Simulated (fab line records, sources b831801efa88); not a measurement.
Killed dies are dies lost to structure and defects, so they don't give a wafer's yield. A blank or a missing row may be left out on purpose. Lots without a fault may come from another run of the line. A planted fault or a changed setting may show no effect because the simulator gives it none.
Which tool did it? | flow sky130 | 15 lots, 45 wafers sampled, at 6 steps of a route of 708

WHAT THE GAUGES READ, wafer by wafer
SKY_GATE_OXIDE_OVL_MEAS_10. Usual: GATE_OXIDE_OVL 0.5 nm, standard deviation 1.5.
lot  | measured     | on         | GATE_OXIDE_OVL (nm) | flag
L452 | day 14 12:58 | overlay-02 | -0.3 1.9 1.5        |
L453 | day 15 08:58 | overlay-01 | 2.7 1.4 3.0         |
L454 | day 15 09:10 | overlay-02 | 0.6 1.6 0.2         |
L455 | day 15 11:54 | overlay-01 | 3.7 3.9 2.7         |
L461 | day 17 17:26 | overlay-02 | 0.1 -0.8 1.1        |
L465 | day 19 01:35 | overlay-01 | -0.2 0.4 -0.6       |
L464 | day 19 01:53 | overlay-02 | -0.8 -0.1 -0.6      |
L466 | day 19 04:08 | overlay-02 | -0.9 -0.9 -1.0      |
L467 | day 20 00:32 | overlay-01 | 2.1 0.1 0.9         |
L468 | day 20 05:13 | overlay-01 | 2.7 0.8 0.3         |
L469 | day 20 08:47 | overlay-01 | 2.2 2.4 0.1         |
L470 | day 20 13:04 | overlay-01 | 0.3 -0.5 0.0        |
L471 | day 20 16:43 | overlay-01 | 0.0 -1.0 4.2        |
L473 | day 21 19:04 | overlay-02 | -2.6 -1.5 -1.3      |
L475 | day 22 14:34 | overlay-02 | 0.1 0.4 0.1         |

SKY_POLY_GATE_THK_MEAS_04. Usual: POLY_GATE_CVD_03_THK 74.6 nm, standard deviation 0.84.
lot  | measured     | on            | POLY_GATE_CVD_03_THK (nm) | flag
L452 | day 16 00:43 | film_metro-04 | 76.0 74.8 75.7            |
L453 | day 16 22:35 | film_metro-01 | 75.7 75.5 75.6            |
L454 | day 16 19:26 | film_metro-02 | 74.6 75.2 75.9            |
L455 | day 16 22:37 | film_metro-02 | 75.0 74.3 74.8            |
L461 | day 19 06:50 | film_metro-02 | 74.7 74.4 75.0            |
L465 | day 20 13:37 | film_metro-01 | 74.0 74.1 74.4            |
L464 | day 20 17:26 | film_metro-01 | 74.1 74.0 73.8            |
L466 | day 20 17:28 | film_metro-02 | 73.8 74.2 74.5            |
L467 | day 21 12:36 | film_metro-04 | 74.6 74.5 74.8            |
L468 | day 21 17:04 | film_metro-02 | 73.3 73.5 73.1            |
L469 | day 21 19:53 | film_metro-04 | 73.4 73.5 73.5            |
L470 | day 22 00:05 | film_metro-02 | 73.9 73.2 73.0            |
L471 | day 22 04:34 | film_metro-02 | 75.5 75.5 75.4            |
L473 | day 23 07:13 | film_metro-02 | 74.4 74.8 74.1            |
L475 | day 24 01:30 | film_metro-04 | 75.0 74.9 74.4            |

SKY_LDD_HVN_TW_MEAS_10. Usual: LDD_HVN_TW 1435, standard deviation 19.
lot  | measured     | on            | LDD_HVN_TW     | flag
L452 | day 21 05:01 | film_metro-04 | 1466 1460 1454 |
L453 | day 22 05:43 | film_metro-04 | 1451 1465 1457 |
L454 | day 22 01:52 | film_metro-02 | 1424 1431 1427 |
L455 | day 22 05:27 | film_metro-02 | 1426 1423 1425 |
L461 | day 24 13:23 | film_metro-04 | 1456 1445 1448 |
L465 | day 25 18:30 | film_metro-02 | 30 30 30       | OFF
L464 | day 25 22:25 | film_metro-04 | 30 30 30       | OFF
L466 | day 25 22:47 | film_metro-02 | 30 30 30       | OFF
L467 | day 26 16:31 | film_metro-04 | 1449 1459 1450 |
L468 | day 26 21:38 | film_metro-02 | 1417 1412 1413 |
L469 | day 26 22:34 | film_metro-01 | 1400 1407 1403 |
L470 | day 27 03:04 | film_metro-02 | 1434 1437 1434 |
L471 | day 27 06:26 | film_metro-02 | 1429 1434 1424 |
L473 | day 28 08:43 | film_metro-01 | 1391 1404 1396 |
L475 | day 29 03:04 | film_metro-01 | 1389 1395 1394 |

WHICH TOOL RAN EACH LOT (tool, then ch and the chambers of the sampled wafers, then the start)
lot  | SKY_POLY_GATE_ETCH_15              | SKY_LDD_P_STRIP_10                   | SKY_LDD_HVN_STRIP_09
L452 | rie_diel-01 ch 0,1,3, day 17 05:53 | plasma_asher-02 ch 0,1, day 19 22:53 | plasma_asher-02 ch 0,1, day 21 04:55
L453 | rie_diel-02 ch 0,1,2, day 18 03:53 | plasma_asher-03 ch 0,1, day 20 22:26 | plasma_asher-04 ch 1, day 22 05:37
L454 | rie_diel-01 ch 0,1,2, day 18 00:43 | plasma_asher-03 ch 0,1, day 20 18:29 | plasma_asher-04 ch 0,1, day 22 01:46
L455 | rie_diel-01 ch 0,3, day 18 04:23   | plasma_asher-02 ch 0,1, day 20 22:13 | plasma_asher-02 ch 0,1, day 22 05:21
L461 | rie_diel-03 ch 2,3, day 20 14:29   | plasma_asher-02 ch 0,1, day 23 07:22 | plasma_asher-04 ch 0,1, day 24 13:16
L465 | rie_diel-03 ch 0,1, day 21 20:17   | plasma_asher-02 ch 0,1, day 24 12:18 | plasma_asher-02 ch 0,1, day 25 18:25
L464 | rie_diel-03 ch 0,2,3, day 22 00:08 | plasma_asher-03 ch 0, day 24 16:49   | plasma_asher-02 ch 0, day 25 22:19
L466 | rie_diel-02 ch 0,2, day 22 00:47   | plasma_asher-02 ch 0,1, day 24 17:19 | plasma_asher-04 ch 0,1, day 25 22:42
L467 | rie_diel-02 ch 0,1, day 22 19:25   | plasma_asher-03 ch 0,1, day 25 10:53 | plasma_asher-01 ch 0,1, day 26 16:25
L468 | rie_diel-01 ch 0,2,3, day 23 00:50 | plasma_asher-02 ch 0,1, day 25 16:00 | plasma_asher-01 ch 0,1, day 26 21:33
L469 | rie_diel-03 ch 0,3, day 23 02:13   | plasma_asher-03 ch 0,1, day 25 16:50 | plasma_asher-01 ch 0,1, day 26 22:28
L470 | rie_diel-02 ch 0,2,3, day 23 07:05 | plasma_asher-02 ch 0,1, day 25 21:17 | plasma_asher-01 ch 0,1, day 27 02:58
L471 | rie_diel-02 ch 0,1,2, day 23 10:38 | plasma_asher-02 ch 0,1, day 26 01:20 | plasma_asher-01 ch 0,1, day 27 06:19
L473 | rie_diel-03 ch 0,1,2, day 24 12:46 | plasma_asher-02 ch 0,1, day 27 03:41 | plasma_asher-04 ch 0,1, day 28 08:37
L475 | rie_diel-01 ch 1,2,3, day 25 07:26 | plasma_asher-03 ch 0,1, day 27 22:37 | plasma_asher-04 ch 0,1, day 29 02:58
- SKY_POLY_GATE_ETCH_15: etches BARC in N2/H2, stops on SiO2, time 118.5 s, target depth 110 nm.
- SKY_LDD_P_STRIP_10: strips in O2/N2.
- SKY_LDD_HVN_STRIP_09: strips in O2/N2.

WHAT THE TOOLS THEMSELVES READ (means of the sampled wafers that have a number; where no wafer has one, the mark that the record gives instead)
SKY_POLY_GATE_ETCH_15. Usual: bias_w 100.00 W, standard deviation 0.3; drypump_motor_current_A 5.9 A, standard deviation 0.36; oes_product_au 0.716 a.u., standard deviation 0.0046; throttle_valve_pct 13.213 %, standard deviation 0.0095.
lot  | tool        | bias_w (W) | drypump_motor_current_A (A) | oes_product_au (a.u.) | throttle_valve_pct (%) | flag
L452 | rie_diel-01 | 100.13     | 5.9                         | 0.715                 | 13.203                 |
L453 | rie_diel-02 | 99.85      | 6.0                         | 0.713                 | 13.219                 |
L454 | rie_diel-01 | 100.06     | 6.0                         | 0.721                 | 13.216                 |
L455 | rie_diel-01 | 100.19     | 6.0                         | 0.719                 | 13.215                 |
L461 | rie_diel-03 | 99.59      | 5.8                         | 0.717                 | 13.210                 |
L465 | rie_diel-03 | 100.07     | 5.5                         | 0.716                 | 13.216                 |
L464 | rie_diel-03 | 100.15     | 5.9                         | 0.719                 | 13.204                 |
L466 | rie_diel-02 | 99.93      | 6.2                         | 0.719                 | 13.201                 |
L467 | rie_diel-02 | 100.14     | 5.7                         | 0.715                 | 13.216                 |
L468 | rie_diel-01 | 99.90      | 6.1                         | 0.719                 | 13.213                 |
L469 | rie_diel-03 | 99.83      | 6.0                         | 0.718                 | 13.206                 |
L470 | rie_diel-02 | 99.93      | 6.1                         | 0.719                 | 13.214                 |
L471 | rie_diel-02 | 100.27     | 6.0                         | 0.717                 | 13.218                 |
L473 | rie_diel-03 | 100.05     | 5.6                         | 0.715                 | 13.209                 |
L475 | rie_diel-01 | 100.07     | 5.7                         | 0.712                 | 13.215                 |

SKY_LDD_P_STRIP_10. Usual: chamber_pressure_mTorr 1500.0 mTorr, standard deviation 1.3; drypump_motor_current_A 5.6 A, standard deviation 0.46; oes_product_au 0.715 a.u., standard deviation 0.0044; strip_time_to_endpoint_s 14.17 s, standard deviation 0.044.
lot  | tool            | chamber_pressure_mTorr (mTorr) | drypump_motor_current_A (A) | oes_product_au (a.u.) | strip_time_to_endpoint_s (s) | flag
L452 | plasma_asher-02 | 1499.8                         | 5.2                         | 0.719                 | 14.13                        |
L453 | plasma_asher-03 | 1500.8                         | 6.1                         | 0.717                 | 14.17                        |
L454 | plasma_asher-03 | 1500.1                         | 6.1                         | 0.714                 | 14.19                        |
L455 | plasma_asher-02 | 1499.9                         | 5.2                         | 0.714                 | 14.17                        |
L461 | plasma_asher-02 | 1500.5                         | 5.2                         | 0.715                 | 14.15                        |
L465 | plasma_asher-02 | -                              | -                           | -                     | -                            | OFF
L464 | plasma_asher-03 | -                              | -                           | -                     | -                            | OFF
L466 | plasma_asher-02 | -                              | -                           | -                     | -                            | OFF
L467 | plasma_asher-03 | 1500.6                         | 6.1                         | 0.715                 | 14.20                        |
L468 | plasma_asher-02 | 1499.9                         | 5.2                         | 0.714                 | 14.18                        |
L469 | plasma_asher-03 | 1500.3                         | 6.1                         | 0.718                 | 14.15                        |
L470 | plasma_asher-02 | 1499.3                         | 5.2                         | 0.710                 | 14.19                        |
L471 | plasma_asher-02 | 1500.0                         | 5.2                         | 0.719                 | 14.18                        |
L473 | plasma_asher-02 | 1499.6                         | 5.2                         | 0.715                 | 14.15                        |
L475 | plasma_asher-03 | 1500.8                         | 6.1                         | 0.715                 | 14.22                        |

SKY_LDD_HVN_STRIP_09. Usual: chamber_pressure_mTorr 1499.9 mTorr, standard deviation 1.3; drypump_motor_current_A 5.9 A, standard deviation 0.5; oes_product_au 0.408 a.u., standard deviation 0.0044; strip_time_to_endpoint_s 4.133 s, standard deviation 0.014.
lot  | tool            | chamber_pressure_mTorr (mTorr) | drypump_motor_current_A (A) | oes_product_au (a.u.) | strip_time_to_endpoint_s (s) | flag
L452 | plasma_asher-02 | 1499.8                         | 5.2                         | 0.408                 | 4.126                        |
L453 | plasma_asher-04 | 1500.6                         | 6.0                         | 0.409                 | 4.149                        |
L454 | plasma_asher-04 | 1498.2                         | 6.1                         | 0.410                 | 4.115                        |
L455 | plasma_asher-02 | 1499.9                         | 5.2                         | 0.405                 | 4.129                        |
L461 | plasma_asher-04 | 1501.2                         | 6.1                         | 0.408                 | 4.139                        |
L465 | plasma_asher-02 | 1499.1                         | 5.2                         | 0.718                 | 21.764                       | OFF
L464 | plasma_asher-02 | 1498.9                         | 5.2                         | 0.720                 | 21.860                       | OFF
L466 | plasma_asher-04 | 1500.9                         | 6.3                         | 0.717                 | 21.749                       | OFF
L467 | plasma_asher-01 | 1499.7                         | 6.0                         | 0.405                 | 4.124                        |
L468 | plasma_asher-01 | 1500.9                         | 5.6                         | 0.407                 | 4.127                        |
L469 | plasma_asher-01 | 1499.7                         | 5.6                         | 0.408                 | 4.118                        |
L470 | plasma_asher-01 | 1499.2                         | 5.6                         | 0.408                 | 4.139                        |
L471 | plasma_asher-01 | 1500.5                         | 6.0                         | 0.407                 | 4.117                        |
L473 | plasma_asher-04 | 1500.7                         | 6.1                         | 0.409                 | 4.130                        |
L475 | plasma_asher-04 | 1500.3                         | 6.2                         | 0.405                 | 4.140                        |

THE ANSWER, worked out from the rows above alone
Rule: a lot is off if the mean of its wafers that have a number lies more than 3 standard deviations from the usual mean. A lot without any number at a reading at which 4 lots or more have one is off too. The other lots that the step has rows for count as sound. The gauges are gone through in route order, then the tools' own readings, and for those a lot's mean is taken as printed above. The first step at which some lot is off is used, and at that step the reading that is off furthest; a lot without a number counts as furthest.
Off: L465, L464, L466, at SKY_LDD_HVN_TW_MEAS_10 (LDD_HVN_TW).
A tool fits if, at a process step before that reading, it ran every lot that is off, and no sound lot after the first of them. The gauges at SKY_LDD_HVN_TW_MEAS_10 aren't tried: what is off there is off at SKY_LDD_P_STRIP_10 too, on other tools, and a gauge's error can't cause that. None of those tried fits.

WHAT THE SIMULATOR HAD PUT IN
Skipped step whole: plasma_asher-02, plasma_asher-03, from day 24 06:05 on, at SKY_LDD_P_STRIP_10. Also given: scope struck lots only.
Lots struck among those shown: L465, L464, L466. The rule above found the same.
